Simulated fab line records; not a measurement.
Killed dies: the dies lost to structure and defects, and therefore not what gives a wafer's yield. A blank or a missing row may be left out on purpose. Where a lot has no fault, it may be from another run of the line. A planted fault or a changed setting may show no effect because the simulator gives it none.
fab line records ; flow sky130
record: lots: 12; wafers: 35; last_day: 49
route steps=708 shown VIA1@458 VIA4@650 METAL5@676 PASSIVATION@682 PAD_OPEN@708
lots that met no fault: from a run of the same line without faults
start_h: the number of hours between the record's first day and the start of the first shown wafer of the lot ; wait_h: time in hours since the lot's previous step ; " the same as in the row above ; L1.1+2: several wafers, shown together as one row ; - no value present, or no start provided ; * or withheld: withheld ; < > ~ a bound
route shown NAME@n: a module of which the file shows steps, and the number in the route of the first ; usual: mean/standard deviation of fault-free wafers ; same: alike in all rows ; chamber/n: place in a boat ; sites: readings site by site ; _std_site: their standard deviation ; _edge_site: the outer-site mean with the inner-site mean subtracted ; radius_mm: for every site, how far away it sits from the centre of the wafer ; mask NAME#n: copy n ; behind: the tool/chamber that last shaped the wafer ; hold: cause of the lot's hold/its duration in hours/its outcome ; device: names the non-switching transistor (n, p or np) ; end of line: at the end of the route, the tests of the same wafers ; where a step has no rows: the recipe by itself ; killed: dies that structure and defects cost at the first sort, which is not the same as the wafer's yield ; map: a wafer's dies, x killed, . not, _ none there
set.NAME: the setting as run; set.NAME@STEP: as run at that earlier step ; model.NAME: the simulator's own value behind a step, which no gauge read
route steps across a sampled set of lots; one table per step, one row per wafer
services: when a tool's chamber went out of use (start_h, in hours from the record's first day, below 0 if earlier), for how many hours, and the reason
== steps ==
step: SKY_VIA1_HDPCVD_00
recipe: material: SiO2; target_thk_nm: 1030; sigma_open_frac: 0.3; time_s: 171.7; temp_c: 400; sih4_flow_sccm: 60; pressure_mtorr: 6
lot.wafer;tool;chamber;start_h;wait_h
L259.2+4+5;hdpcvd-02;0,2,0;786.13;0.0
L260.1+2+3;hdpcvd-01;0,1,2;793.67;0.0
L261.2+3+5;hdpcvd-01;2,0,1;802.08;0.0
L262.1+4+5;hdpcvd-01;0,1,2;811.01;0.0
L264.2+3+5;hdpcvd-02;0,1,0;832.93;0.0
L266.1+4+6;hdpcvd-01;2,2,0;836.88;0.0
L267.1+4+5;hdpcvd-01;0,0,2;848.68;0.0
L268.1+3+4;hdpcvd-02;1,0,0;857.78;0.0
L269.1+2+3;hdpcvd-02;0,2,1;869.43;0.0
L270.4+6;hdpcvd-01;0,1;871.23;0.1
L271.1+2+4;hdpcvd-01;1,0,0;878.01;0.0
L272.1+2+5;hdpcvd-01;1,2,2;884.91;0.0
step: SKY_VIA4_OVL_MEAS_11
usual: VIA4_OVL: -1.0/1.6
lot.wafer;tool;chamber;start_h;wait_h;VIA4_OVL[nm]
L259.2;overlay-02;-;1021.25;0.1;-0.2
L259.4;overlay-02;-;1021.25;0.1;-1.5
L259.5;overlay-02;-;1021.25;0.1;-2.6
L260.1;overlay-01;-;1030.35;0.1;-2.8
L260.2;overlay-01;-;1030.35;0.1;-2.0
L260.3;overlay-01;-;1030.35;0.1;-3.5
L261.2;overlay-01;-;1036.74;0.1;-1.3
L261.3;overlay-01;-;1036.74;0.1;-0.7
L261.5;overlay-01;-;1036.74;0.1;-0.7
L262.1;overlay-01;-;1043.80;0.1;0.7
L262.4;overlay-01;-;1043.80;0.1;-0.2
L262.5;overlay-01;-;1043.80;0.1;0.1
L264.2;overlay-01;-;1062.40;0.1;2.9
L264.3;overlay-01;-;1062.40;0.1;1.2
L264.5;overlay-01;-;1062.40;0.1;1.8
L266.1;overlay-01;-;1064.80;0.1;1.5
L266.4;overlay-01;-;1064.80;0.1;0.8
L266.6;overlay-01;-;1064.80;0.1;0.0
L267.1;overlay-01;-;1075.15;0.1;-2.7
L267.4;overlay-01;-;1075.15;0.1;-1.3
L267.5;overlay-01;-;1075.15;0.1;-0.9
L268.1;overlay-02;-;1081.00;0.1;-2.5
L268.3;overlay-02;-;1081.00;0.1;-1.8
L268.4;overlay-02;-;1081.00;0.1;-2.4
L269.1;overlay-01;-;1091.83;0.1;-1.1
L269.2;overlay-01;-;1091.83;0.1;-1.9
L269.3;overlay-01;-;1091.83;0.1;-0.9
L270.4;overlay-01;-;1092.27;0.1;-3.0
L270.6;overlay-01;-;1092.27;0.1;-3.0
L271.1;overlay-01;-;1100.25;0.1;-1.8
L271.2;overlay-01;-;1100.25;0.1;-0.7
L271.4;overlay-01;-;1100.25;0.1;-0.9
L272.1;overlay-02;-;1103.98;0.1;-3.9
L272.2;overlay-02;-;1103.98;0.1;-2.8
L272.5;overlay-02;-;1103.98;0.1;-6.2
step: SKY_METAL5_METAL_ETCH_15
recipe: target_depth_a: 12600; stop_on: SiO2; over_etch_frac: 0.2; time_s: 252; chemistry: Cl2/BCl3; resist_sidewall_deg: 86; pressure_mtorr: 10; icp_w: 900; bias_w: 48.5; Cl2_flow_sccm: 60; bcl3_flow_sccm: 30
usual: chamber_pressure_mTorr: 10.001/0.0095; drypump_motor_current_A: 5.8/0.38; oes_product_au: 0.895/0.0042; throttle_valve_pct: 22.265/0.0093
lot.wafer;tool;chamber;start_h;wait_h;chamber_pressure_mTorr;drypump_motor_current_A;oes_product_au;rf_hours_counter_h;throttle_valve_pct
L259.2;rie_metal-03;0;1046.04;0.1;10.006;5.9;0.894;-;22.260
L259.4;rie_metal-03;0;1046.04;0.1;10.004;5.9;0.895;-;22.274
L259.5;rie_metal-03;0;1046.04;0.1;10.012;5.8;0.895;-;22.264
L260.1;rie_metal-03;1;1054.48;0.0;10.000;5.1;0.894;14;22.263
L260.2;rie_metal-03;0;1054.48;0.0;9.987;5.9;0.890;9;22.276
L260.3;rie_metal-03;0;1054.48;0.0;9.990;5.9;0.902;-;22.265
L261.2;rie_metal-02;1;1060.93;0.0;9.997;6.3;0.893;10;22.279
L261.3;rie_metal-02;0;1060.93;0.0;10.005;6.1;0.895;-;22.270
L261.5;rie_metal-02;1;1060.93;0.0;10.021;6.3;0.896;-;22.252
L262.1;rie_metal-02;0;1067.43;0.0;9.990;6.0;0.901;27;22.269
L262.4;rie_metal-02;1;1067.43;0.0;9.997;6.3;0.888;-;22.257
L262.5;rie_metal-02;1;1067.43;0.0;9.998;6.2;0.894;-;22.254
L264.2;rie_metal-02;1;1085.24;0.1;9.983;6.2;0.891;-;22.273
L264.3;rie_metal-02;1;1085.24;0.1;10.008;6.2;0.894;-;22.270
L264.5;rie_metal-02;1;1085.24;0.1;10.001;6.2;0.900;-;22.264
L266.1;rie_metal-04;0;1087.92;0.0;9.995;5.9;0.888;20;22.255
L266.4;rie_metal-04;1;1087.92;0.0;10.004;5.8;0.896;-;22.266
L266.6;rie_metal-04;0;1087.92;0.0;10.001;5.9;0.896;-;22.252
L267.1;rie_metal-03;1;1096.47;0.0;10.009;5.1;0.895;17;22.273
L267.4;rie_metal-03;0;1096.47;0.0;9.996;5.9;0.886;-;22.263
L267.5;rie_metal-03;0;1096.47;0.0;9.980;5.8;0.897;-;22.263
L268.1;rie_metal-03;1;1103.33;0.0;10.003;5.1;0.898;17;22.270
L268.3;rie_metal-03;1;1103.33;0.0;9.997;5.1;0.888;-;22.260
L268.4;rie_metal-03;0;1103.33;0.0;10.012;5.8;0.899;-;22.271
L269.1;rie_metal-02;0;1113.47;0.0;10.001;6.1;0.894;2;22.250
L269.2;rie_metal-02;1;1113.47;0.0;10.008;6.2;0.893;16;22.272
L269.3;rie_metal-02;0;1113.47;0.0;10.009;6.1;0.897;-;22.241
L270.4;rie_metal-04;0;1113.96;0.1;9.999;5.8;0.885;-;22.284
L270.6;rie_metal-04;0;1113.96;0.1;10.000;5.9;0.897;-;22.266
L271.1;rie_metal-04;1;1120.94;0.0;9.983;5.8;0.890;12;22.261
L271.2;rie_metal-04;0;1120.94;0.0;10.001;5.8;0.892;23;22.254
L271.4;rie_metal-04;1;1120.94;0.0;10.004;5.8;0.903;-;22.261
L272.1;rie_metal-02;1;1125.12;0.0;9.991;6.3;0.896;17;22.261
L272.2;rie_metal-02;0;1125.12;0.0;9.992;6.1;0.897;3;22.268
L272.5;rie_metal-02;1;1125.12;0.0;10.011;6.3;0.894;-;22.279
step: SKY_PASSIVATION_THK_MEAS_01
recipe: reads: SiO2_of_PASSIVATION_CVD_00
usual: PASSIVATION_CVD_00_THK: 89.8/1.1
lot.wafer;tool;chamber;start_h;wait_h;PASSIVATION_CVD_00_THK[nm]
L259.2;film_metro-01;-;1047.10;-;89.7
L259.4;film_metro-01;-;1047.10;-;92.1
L259.5;film_metro-01;-;1047.10;-;91.7
L260.1;film_metro-01;-;1055.34;-;89.6
L260.2;film_metro-01;-;1055.34;-;89.5
L260.3;film_metro-01;-;1055.34;-;89.7
L261.2;film_metro-01;-;1061.90;-;90.4
L261.3;film_metro-01;-;1061.90;-;88.1
L261.5;film_metro-01;-;1061.90;-;90.0
L262.1;film_metro-04;-;1068.32;-;90.3
L262.4;film_metro-04;-;1068.32;-;90.7
L262.5;film_metro-04;-;1068.32;-;90.2
L264.2;film_metro-04;-;1086.34;-;89.6
L264.3;film_metro-04;-;1086.34;-;89.7
L264.5;film_metro-04;-;1086.34;-;90.9
L266.1;film_metro-04;-;1088.85;-;89.4
L266.4;film_metro-04;-;1088.85;-;92.4
L266.6;film_metro-04;-;1088.85;-;90.6
L267.1;film_metro-04;-;1097.88;-;87.7
L267.4;film_metro-04;-;1097.88;-;89.6
L267.5;film_metro-04;-;1097.88;-;90.1
L268.1;film_metro-01;-;1104.18;-;89.8
L268.3;film_metro-01;-;1104.18;-;88.4
L268.4;film_metro-01;-;1104.18;-;89.9
L269.1;film_metro-01;-;1114.56;-;90.5
L269.2;film_metro-01;-;1114.56;-;88.8
L269.3;film_metro-01;-;1114.56;-;89.5
L270.4;film_metro-01;-;1114.96;-;91.0
L270.6;film_metro-01;-;1114.96;-;90.5
L271.1;film_metro-04;-;1121.91;-;89.6
L271.2;film_metro-04;-;1121.91;-;90.3
L271.4;film_metro-04;-;1121.91;-;90.2
L272.1;film_metro-02;-;1125.97;-;89.2
L272.2;film_metro-02;-;1125.97;-;88.6
L272.5;film_metro-02;-;1125.97;-;90.2
step: SKY_PAD_OPEN_PROBE_99
usual: defect_limited_yield: 82.2/2.1; killed_at_M0_to_M3: 43/8; killed_at_M4_up: 2.9/1.6; killed_at_contacts: 26/5.2; killed_at_front_end: 15/4.3; killed_at_other: 0.3/0.56; killed_dies: 87/10; killed_on_rim: 17/3.7; killed_open: 48/6.9; killed_short: 40/6.5; sort_bin_3_pad_short: 0.9/0.36; sort_bin_5_function: 10.5/1.5; sort_bin_6_memory: 6.4/1.3; sort_n_pass: 405/10; sort_yield_pct: 82.2/2.1
same: gross_dies: 492; killed_at_back_side: 0; sort_bin_4_leakage[%]: 0; sort_bin_8_speed[%]: 0
lot.wafer;tool;chamber;start_h;wait_h;hold;defect_limited_yield[%];killed_at_M0_to_M3;killed_at_M4_up;killed_at_contacts;killed_at_front_end;killed_at_other;killed_dies;killed_on_rim;killed_open;killed_short;sort_bin_3_pad_short[%];sort_bin_5_function[%];sort_bin_6_memory[%];sort_n_pass;sort_yield_pct[%]
L259.2;prober-01;-;1092.16;0.1;-;82.7;37;1;32;15;0;85;18;44;41;1.0;9.1;7.1;407;82.7
L259.4;prober-01;-;1092.26;0.2;-;82.7;40;5;29;11;0;85;17;48;37;1.0;9.6;6.7;407;82.7
L259.5;prober-01;-;1092.31;0.2;-;83.7;39;4;25;12;0;80;16;42;38;0;11.0;5.3;412;83.7
L260.1;prober-02;-;1099.64;0.1;-;78.9;62;4;21;17;0;104;24;56;48;1.2;11.8;8.1;388;78.9
L260.2;prober-02;-;1099.69;0.1;-;80.9;43;4;33;14;0;94;25;44;50;1.4;10.6;7.1;398;80.9
L260.3;prober-02;-;1099.74;0.2;-;80.9;40;2;34;15;3;94;20;50;44;0.8;12.4;5.9;398;80.9
L261.2;prober-01;-;1106.26;0.1;-;81.5;41;3;35;12;0;91;16;50;41;0.8;10.2;7.5;401;81.5
L261.3;prober-01;-;1106.31;0.2;-;80.7;50;2;26;17;0;95;26;48;47;1.0;10.4;7.9;397;80.7
L261.5;prober-01;-;1106.41;0.2;-;85.4;34;5;22;11;0;72;13;35;37;1.0;9.6;4.1;420;85.4
L262.1;prober-01;-;1111.46;0.1;-;79.1;46;2;41;14;0;103;20;56;47;0.8;13.4;6.7;389;79.1
L262.4;prober-01;-;1111.61;0.2;-;81.3;47;2;26;16;1;92;16;46;46;1.6;8.7;8.3;400;81.3
L262.5;prober-01;-;1111.66;0.2;-;79.9;44;1;32;22;0;99;20;51;48;1.6;10.6;7.9;393;79.9
L264.2;prober-01;-;1127.84;0.1;-;80.5;48;5;22;21;0;96;21;47;49;1.2;10.4;7.9;396;80.5
L264.3;prober-01;-;1127.89;0.2;-;80.9;41;3;25;25;0;94;18;45;49;2.0;11.0;6.1;398;80.9
L264.5;prober-01;-;1127.99;0.2;-;87.4;29;1;22;8;2;62;10;32;30;0.4;7.5;4.7;430;87.4
L266.1;prober-01;-;1129.71;0.1;-;79.3;55;2;32;13;0;102;18;57;45;1.0;12.2;7.5;390;79.3
L266.4;prober-01;-;1129.86;0.2;-;83.7;54;4;10;12;0;80;18;48;32;1.2;9.1;5.9;412;83.7
L266.6;prober-01;-;1129.96;0.2;-;80.3;63;2;20;12;0;97;22;50;47;0.8;11.8;7.1;395;80.3
L267.1;prober-02;-;1140.07;0.1;-;81.3;45;4;28;15;0;92;23;53;39;1.2;10.8;6.7;400;81.3
L267.4;prober-02;-;1140.22;0.2;-;83.1;36;3;26;17;1;83;20;40;43;0.4;10.8;5.7;409;83.1
L267.5;prober-02;-;1140.27;0.2;-;80.7;44;6;27;18;0;95;19;49;46;0.4;14.2;4.7;397;80.7
L268.1;prober-01;-;1144.31;0.1;-;84.8;39;3;17;15;1;75;13;45;30;1.4;9.1;4.7;417;84.8
L268.3;prober-01;-;1144.41;0.2;-;81.1;51;2;25;14;1;93;19;53;40;0.6;12.4;5.9;399;81.1
L268.4;prober-01;-;1144.46;0.2;-;79.7;50;3;35;12;0;100;17;66;34;0.8;12.4;7.1;392;79.7
L269.1;prober-02;-;1154.59;0.1;-;83.9;37;4;23;15;0;79;14;40;39;0.8;10.4;4.9;413;83.9
L269.2;prober-02;-;1154.64;0.1;-;84.3;40;2;23;12;0;77;14;44;33;0.6;8.7;6.3;415;84.3
L269.3;prober-02;-;1154.69;0.2;-;85.4;36;1;19;16;0;72;17;39;33;0.6;9.1;4.9;420;85.4
L270.4;prober-02;-;1155.04;0.4;await_dispo/2.4h/release;73.0;97;3;20;12;1;133;12;36;36;3.7;17.5;5.9;359;73.0
L270.6;prober-02;-;1155.14;0.4;await_dispo/2.4h/release;70.3;90;4;33;19;0;146;20;44;47;4.1;16.1;9.6;346;70.3
L271.1;prober-02;-;1161.56;0.1;await_dispo/3.2h/release;67.3;106;6;31;18;0;161;20;53;47;2.6;20.3;9.8;331;67.3
L271.2;prober-02;-;1161.61;0.1;await_dispo/3.2h/release;73.6;92;3;26;9;0;130;22;40;33;3.5;16.9;6.1;362;73.6
L271.4;prober-02;-;1161.71;0.2;await_dispo/3.2h/release;73.6;83;4;28;14;1;130;10;38;41;2.8;15.7;7.9;362;73.6
L272.1;prober-01;-;1164.75;0.1;await_dispo/1.6h/release;72.2;99;6;23;9;0;137;21;52;29;3.3;16.1;8.5;355;72.2
L272.2;prober-01;-;1164.80;0.1;await_dispo/1.6h/release;75.6;90;1;18;11;0;120;21;36;29;2.4;17.5;4.5;372;75.6
L272.5;prober-01;-;1164.95;0.2;await_dispo/1.6h/release;70.1;105;2;25;15;0;147;26;45;52;3.9;16.9;9.1;345;70.1
killed by level:class
L259.2 CONTACT:geometric_particle:open=10 LI_CONTACT:geometric_particle:open=9 VIA1:geometric_particle:open=7 CONTACT:geometric_particle:short=6 VIA2:geometric_particle:open=6 FIELD_ISO:geometric_particle:open=5 METAL1:geometric_particle:short=5 VIA1:geometric_particle:short=5
L259.4 VIA1:geometric_particle:open=10 CONTACT:geometric_particle:open=10 VIA3:geometric_particle:open=7 LI_CONTACT:geometric_particle:open=6 LOCAL_INTERCONNECT:geometric_particle:short=6 CONTACT:geometric_particle:short=5 METAL1:geometric_particle:short=5 METAL2:geometric_particle:short=5
L259.5 CONTACT:geometric_particle:open=11 VIA1:geometric_particle:open=9 VIA1:geometric_particle:short=7 CONTACT:geometric_particle:short=6 LI_CONTACT:geometric_particle:open=5 VIA2:geometric_particle:short=5 VIA2:geometric_particle:open=5 FIELD_ISO:geometric_particle:open=4
L260.1 VIA1:geometric_particle:open=15 CONTACT:geometric_particle:open=12 VIA1:geometric_particle:short=8 METAL2:geometric_particle:short=8 METAL1:geometric_particle:short=7 POLY_GATE:geometric_particle:open=6 VIA3:geometric_particle:open=6 VIA2:geometric_particle:short=5
L260.2 CONTACT:geometric_particle:open=10 LI_CONTACT:geometric_particle:open=8 VIA1:geometric_particle:open=8 VIA1:geometric_particle:short=8 VIA3:geometric_particle:open=8 CONTACT:geometric_particle:short=7 LOCAL_INTERCONNECT:geometric_particle:short=6 POLY_GATE:geometric_particle:short=4
L260.3 CONTACT:geometric_particle:open=10 LI_CONTACT:geometric_particle:open=7 FIELD_ISO:geometric_particle:open=6 CONTACT:geometric_particle:short=6 VIA2:geometric_particle:open=5 VIA3:geometric_particle:open=5 METAL2:geometric_particle:short=5 METAL1:geometric_particle:short=5
L261.2 CONTACT:geometric_particle:open=12 LI_CONTACT:geometric_particle:open=12 VIA1:geometric_particle:open=9 METAL2:geometric_particle:short=8 CONTACT:geometric_particle:short=6 VIA2:geometric_particle:open=5 FIELD_ISO:geometric_particle:open=4 VIA3:geometric_particle:short=4
L261.3 VIA1:geometric_particle:short=10 METAL2:geometric_particle:short=10 LI_CONTACT:geometric_particle:open=9 CONTACT:geometric_particle:open=9 VIA1:geometric_particle:open=9 FIELD_ISO:geometric_particle:open=5 POLY_GATE:geometric_particle:short=4 VIA3:geometric_particle:open=4
L261.5 LI_CONTACT:geometric_particle:open=8 CONTACT:geometric_particle:open=7 VIA1:geometric_particle:open=7 METAL3:geometric_particle:short=6 FIELD_ISO:geometric_particle:short=5 VIA2:geometric_particle:open=5 CONTACT:geometric_particle:short=4 VIA1:geometric_particle:short=4
L262.1 CONTACT:geometric_particle:open=15 LI_CONTACT:geometric_particle:open=9 METAL1:geometric_particle:short=9 VIA1:geometric_particle:open=8 LI_CONTACT:geometric_particle:short=7 VIA3:geometric_particle:open=7 METAL2:geometric_particle:short=6 POLY_GATE:geometric_particle:short=5
L262.4 CONTACT:geometric_particle:open=10 VIA2:geometric_particle:open=9 VIA1:geometric_particle:open=8 METAL2:geometric_particle:short=7 FIELD_ISO:geometric_particle:short=6 METAL1:geometric_particle:short=6 VIA1:geometric_particle:short=6 FIELD_ISO:geometric_particle:open=5
L262.5 VIA2:geometric_particle:open=13 CONTACT:geometric_particle:open=9 LI_CONTACT:geometric_particle:open=8 FIELD_ISO:geometric_particle:short=6 LOCAL_INTERCONNECT:geometric_particle:short=6 METAL1:geometric_particle:short=5 VIA2:geometric_particle:short=5 SPACER:geometric_particle:open=4
L264.2 VIA1:geometric_particle:short=8 LI_CONTACT:geometric_particle:open=8 VIA1:geometric_particle:open=7 VIA2:geometric_particle:open=7 FIELD_ISO:geometric_particle:open=6 FIELD_ISO:geometric_particle:short=6 VIA3:geometric_particle:open=6 POLY_GATE:geometric_particle:open=5
L264.3 VIA1:geometric_particle:open=8 CONTACT:geometric_particle:open=7 FIELD_ISO:geometric_particle:short=6 VIA3:geometric_particle:open=6 LOCAL_INTERCONNECT:geometric_particle:short=6 CONTACT:geometric_particle:short=6 VIA1:geometric_particle:short=6 FIELD_ISO:geometric_particle:open=5
L264.5 CONTACT:geometric_particle:open=11 POLY_GATE:geometric_particle:short=6 VIA2:geometric_particle:short=6 VIA3:geometric_particle:open=5 CONTACT:geometric_particle:short=4 LI_CONTACT:geometric_particle:open=4 VIA1:geometric_particle:open=4 METAL2:geometric_particle:short=4
L266.1 CONTACT:geometric_particle:open=16 VIA1:geometric_particle:open=14 CONTACT:geometric_particle:short=10 METAL2:geometric_particle:short=10 VIA2:geometric_particle:open=8 VIA3:geometric_particle:open=6 FIELD_ISO:geometric_particle:open=4 POLY_GATE:geometric_particle:short=4
L266.4 VIA1:geometric_particle:open=14 VIA3:geometric_particle:open=11 METAL2:geometric_particle:short=8 CONTACT:geometric_particle:open=5 VIA1:geometric_particle:short=5 VIA2:geometric_particle:open=5 FIELD_ISO:geometric_particle:open=4 METAL1:geometric_particle:short=4
L266.6 VIA1:geometric_particle:open=13 VIA3:geometric_particle:open=11 METAL2:geometric_particle:short=10 CONTACT:geometric_particle:open=6 METAL1:geometric_particle:short=6 LI_CONTACT:geometric_particle:open=5 VIA1:geometric_particle:short=5 METAL3:geometric_particle:short=5
L267.1 VIA1:geometric_particle:open=12 CONTACT:geometric_particle:open=9 LI_CONTACT:geometric_particle:open=8 VIA2:geometric_particle:open=8 METAL2:geometric_particle:short=7 VIA3:geometric_particle:open=7 FIELD_ISO:geometric_particle:short=6 CONTACT:geometric_particle:short=6
L267.4 VIA3:geometric_particle:open=8 LI_CONTACT:geometric_particle:open=7 CONTACT:geometric_particle:open=7 CONTACT:geometric_particle:short=6 METAL2:geometric_particle:short=6 SPACER:geometric_particle:short=5 VIA1:geometric_particle:open=5 FIELD_ISO:geometric_particle:short=4
L267.5 VIA1:geometric_particle:open=10 LI_CONTACT:geometric_particle:open=9 CONTACT:geometric_particle:open=9 METAL2:geometric_particle:short=7 VIA3:geometric_particle:short=7 VIA2:geometric_particle:open=6 POLY_GATE:geometric_particle:open=5 METAL4:geometric_particle:short=5
L268.1 VIA1:geometric_particle:open=12 VIA2:geometric_particle:open=7 LI_CONTACT:geometric_particle:open=5 CONTACT:geometric_particle:open=5 POLY_GATE:geometric_particle:short=4 POLY_GATE:geometric_particle:open=4 METAL1:geometric_particle:short=4 VIA3:geometric_particle:open=4
L268.3 VIA2:geometric_particle:open=9 FIELD_ISO:geometric_particle:open=7 VIA3:geometric_particle:open=7 LI_CONTACT:geometric_particle:open=7 CONTACT:geometric_particle:open=7 VIA1:geometric_particle:open=7 VIA1:geometric_particle:short=6 METAL2:geometric_particle:short=5
L268.4 CONTACT:geometric_particle:open=17 VIA1:geometric_particle:open=13 VIA3:geometric_particle:open=10 LI_CONTACT:geometric_particle:open=7 CONTACT:geometric_particle:short=7 VIA3:geometric_particle:short=5 METAL3:geometric_particle:short=4 POLY_GATE:geometric_particle:open=4
L269.1 CONTACT:geometric_particle:open=11 VIA3:geometric_particle:open=7 METAL1:geometric_particle:short=7 VIA1:geometric_particle:open=6 FIELD_ISO:geometric_particle:short=4 VIA2:geometric_particle:open=4 FIELD_ISO:geometric_particle:open=3 LI_CONTACT:geometric_particle:open=3
L269.2 VIA1:geometric_particle:open=14 CONTACT:geometric_particle:open=8 METAL1:geometric_particle:short=7 LI_CONTACT:geometric_particle:open=6 VIA2:geometric_particle:open=6 CONTACT:geometric_particle:short=5 VIA3:geometric_particle:open=5 FIELD_ISO:geometric_particle:short=4
L269.3 VIA1:geometric_particle:open=9 CONTACT:geometric_particle:open=7 VIA3:geometric_particle:open=7 METAL2:geometric_particle:short=6 LOCAL_INTERCONNECT:geometric_particle:short=5 FIELD_ISO:geometric_particle:short=4 LI_CONTACT:geometric_particle:open=4 POLY_GATE:geometric_particle:short=3
L270.4 VIA1:unspecified=61 VIA2:geometric_particle:open=7 LI_CONTACT:geometric_particle:open=6 VIA1:geometric_particle:open=6 METAL1:geometric_particle:short=6 LOCAL_INTERCONNECT:geometric_particle:short=5 FIELD_ISO:geometric_particle:short=4 CONTACT:geometric_particle:open=4
L270.6 VIA1:unspecified=55 CONTACT:geometric_particle:open=10 METAL1:geometric_particle:short=9 POLY_GATE:geometric_particle:short=8 LOCAL_INTERCONNECT:geometric_particle:short=7 VIA3:geometric_particle:open=6 VIA2:geometric_particle:open=6 VIA1:geometric_particle:open=6
L271.1 VIA1:unspecified=61 CONTACT:geometric_particle:open=18 VIA1:geometric_particle:open=13 METAL2:geometric_particle:short=7 VIA1:geometric_particle:short=7 LI_CONTACT:geometric_particle:open=5 POLY_GATE:geometric_particle:open=5 POLY_GATE:geometric_particle:short=4
L271.2 VIA1:unspecified=57 CONTACT:geometric_particle:open=12 VIA1:geometric_particle:open=8 VIA2:geometric_particle:short=8 LI_CONTACT:geometric_particle:open=6 METAL2:geometric_particle:short=5 METAL1:geometric_particle:short=4 FIELD_ISO:geometric_particle:open=3
L271.4 VIA1:unspecified=51 CONTACT:geometric_particle:open=13 POLY_GATE:geometric_particle:short=7 LI_CONTACT:geometric_particle:open=5 CONTACT:geometric_particle:short=5 VIA1:geometric_particle:open=5 VIA3:geometric_particle:open=5 POLY_GATE:geometric_particle:open=4
L272.1 VIA1:unspecified=56 VIA1:geometric_particle:open=12 CONTACT:geometric_particle:open=10 VIA3:geometric_particle:open=7 VIA1:geometric_particle:short=6 LI_CONTACT:geometric_particle:open=5 VIA2:geometric_particle:open=5 METAL2:geometric_particle:short=4
L272.2 VIA1:unspecified=55 VIA1:geometric_particle:open=13 CONTACT:geometric_particle:open=9 POLY_GATE:geometric_particle:short=5 METAL1:geometric_particle:short=5 CONTACT:geometric_particle:short=4 VIA2:geometric_particle:open=4 VIA3:geometric_particle:open=4
L272.5 VIA1:unspecified=50 METAL1:geometric_particle:short=10 VIA1:geometric_particle:open=10 VIA1:geometric_particle:short=10 VIA3:geometric_particle:open=8 LI_CONTACT:geometric_particle:open=7 CONTACT:geometric_particle:short=6 METAL2:geometric_particle:short=6
== services ==
tool;chamber;start_h;hours;kind
rie_metal-02;-;779.44;0.2;repair
hdpcvd-02;0;816.56;4.6;repair
hdpcvd-01;-;827.16;2.7;repair
hdpcvd-02;2;870.18;2.5;repair
rie_metal-02;1;872.20;-;clean
rie_metal-02;1;872.20;22.4;scheduled_down
rie_metal-02;1;872.20;22.4;vent_cycle
rie_metal-03;0;878.31;20.1;repair
rie_metal-03;0;898.41;-;clean
rie_metal-03;0;898.41;18.3;scheduled_down
rie_metal-03;0;898.41;18.3;vent_cycle
hdpcvd-02;1;945.15;3.5;repair
hdpcvd-02;-;950.25;15.0;pm
hdpcvd-02;0;950.25;15.0;vent_cycle
rie_metal-02;1;973.83;2.1;repair
rie_metal-04;-;1020.32;28.1;pm
hdpcvd-02;-;1024.60;1.8;repair
rie_metal-03;1;1034.65;12.2;repair
rie_metal-03;0;1058.93;2.0;repair
rie_metal-02;0;1071.74;-;clean
rie_metal-02;0;1071.74;16.1;scheduled_down
rie_metal-02;0;1071.74;16.1;vent_cycle
hdpcvd-01;0;1074.81;3.9;repair
rie_metal-02;0;1100.06;9.0;repair
== key ==
first_sign: step: SKY_PAD_OPEN_PROBE_99; reading: sort_bin_3_pad_short; direction: up; sigmas: 6.6; usual: 0.9; struck: 3.3
effect: step: SKY_PAD_OPEN_PROBE_99; reading: killed_at_M0_to_M3; direction: up; sigmas: 6.5; usual: 43; struck: 95
met_at SKY_VIA1_HDPCVD_00
struck_lots L270,L271,L272
not_acting_at SKY_VIA4_OVL_MEAS_11,SKY_METAL5_METAL_ETCH_15,SKY_PASSIVATION_THK_MEAS_01
onset_between 848.68 871.23
also_fits time
fault: kind: chamber_particle_source; tool: hdpcvd-01; chamber: -; onset_h: 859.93; steps: SKY_VIA1_HDPCVD_00; rate_per_visit_cm2: 0.91066; end_h: 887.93
